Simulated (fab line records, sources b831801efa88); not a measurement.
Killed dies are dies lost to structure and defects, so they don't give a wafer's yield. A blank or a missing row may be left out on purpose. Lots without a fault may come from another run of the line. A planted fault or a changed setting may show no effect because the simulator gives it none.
One fault seen from 2 desks | flow sky130 | each desk has only its own numbers; what lay behind them comes last

THE METROLOGY DESK
What the gauges read, lot by lot, whatever tool the lot ran on: means of the sampled wafers that have a number. A lot is out of limits, marked OUT, if its mean lies more than 4 standard deviations from the usual mean; the brackets give that distance.
Columns: A = NWELL_00_OVL at SKY_NWELL_OVL_MEAS_10, usual -0.1 nm; B = NWELL_TW at SKY_NWELL_TW_MEAS_15, usual 1823; C = NWELL_2_TW at SKY_NWELL_TW_MEAS_26, usual 497.5; D = cd_nm at SKY_VT_ADJUST_HVTP_CD_MEAS_07, usual 380.0 nm
lot  | first seen here | A    | B    | C                | D
L282 | day 4 13:25     | -0.8 | 1830 | 500.5            | 376.7
L285 | day 5 05:04     | 1.7  | 1804 | 494.2            | 380.6
L286 | day 5 13:51     | 1.2  | 1802 | 496.5            | 384.2
L287 | day 5 19:31     | -0.3 | 1835 | 496.8            | 376.9
L288 | day 5 22:07     | 0.2  | 1838 | 497.5            | 380.5
L289 | day 6 05:16     | 0.3  | 1810 | 495.2            | 379.2
L291 | day 6 15:38     | 0.1  | 1824 | 495.3            | 377.2
L292 | day 6 21:40     | -1.5 | 1833 | 497.5            | 378.5
L299 | day 9 04:50     | -0.6 | 1836 | 516.6 (+6.8) OUT | 380.4
L301 | day 9 06:43     | 1.6  | 1813 | 519.0 (+7.7) OUT | 378.0
L302 | day 9 14:57     | 1.5  | 1827 | 498.1            | 378.5
L303 | day 9 23:41     | 1.3  | 1822 | 500.2            | 382.3
L305 | day 10 04:31    | 1.0  | 1831 | 492.9            | 377.6
This desk's finding: out of limits on L299, L301; first on L299, day 10 02:58 (NWELL_2_TW at SKY_NWELL_TW_MEAS_26). In limits: L282, L285, L286, L287, L288, L289, L291, L292, L302, L303, L305.

THE TOOL OWNER'S DESK: implanter-01
The tool's own readings at SKY_NWELL_IMPLANT_24: means of the sampled wafers that have a number, for each lot that ran on this tool. A lot is out of limits, marked OUT, if its mean lies more than 4 standard deviations from the usual mean; the brackets give that distance.
Columns: A = dose_ions_cm2 at SKY_NWELL_IMPLANT_24, usual 9.202e+12; B = faraday_current_uA at SKY_NWELL_IMPLANT_24, usual 51.9
lot  | first seen here | A                           | B
L288 | day 6 16:55     | 9.191e+12                   | 51.3
L292 | day 7 17:34     | 9.212e+12                   | 52.2
L299 | day 10 02:43    | 1.027e+13 (+99 or more) OUT | 57.1 (+5.5) OUT
L301 | day 10 05:16    | 1.026e+13 (+99 or more) OUT | 56.6 (+5.0) OUT
This desk's finding: out of limits on L299, L301; first on L299, day 10 02:43 (dose_ions_cm2 at SKY_NWELL_IMPLANT_24). In limits: L288, L292.

PUT TOGETHER
The tool owner's desk could have raised an alarm at day 10 02:43, on L299, L301.
The metrology desk could have raised an alarm at day 10 02:58, on L299, L301.
Of the lots named, all ran SKY_NWELL_IMPLANT_24 on implanter-01.

WHAT THE SIMULATOR HAD PUT IN
Process parameter drift: implanter-01, from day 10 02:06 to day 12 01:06, at SKY_NWELL_IMPLANT_24. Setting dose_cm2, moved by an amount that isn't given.
Lots struck among those shown: L299, L301.
Hours from the fault's start to each desk's first reading out of limits: the tool owner's desk, 1; the metrology desk, 1.
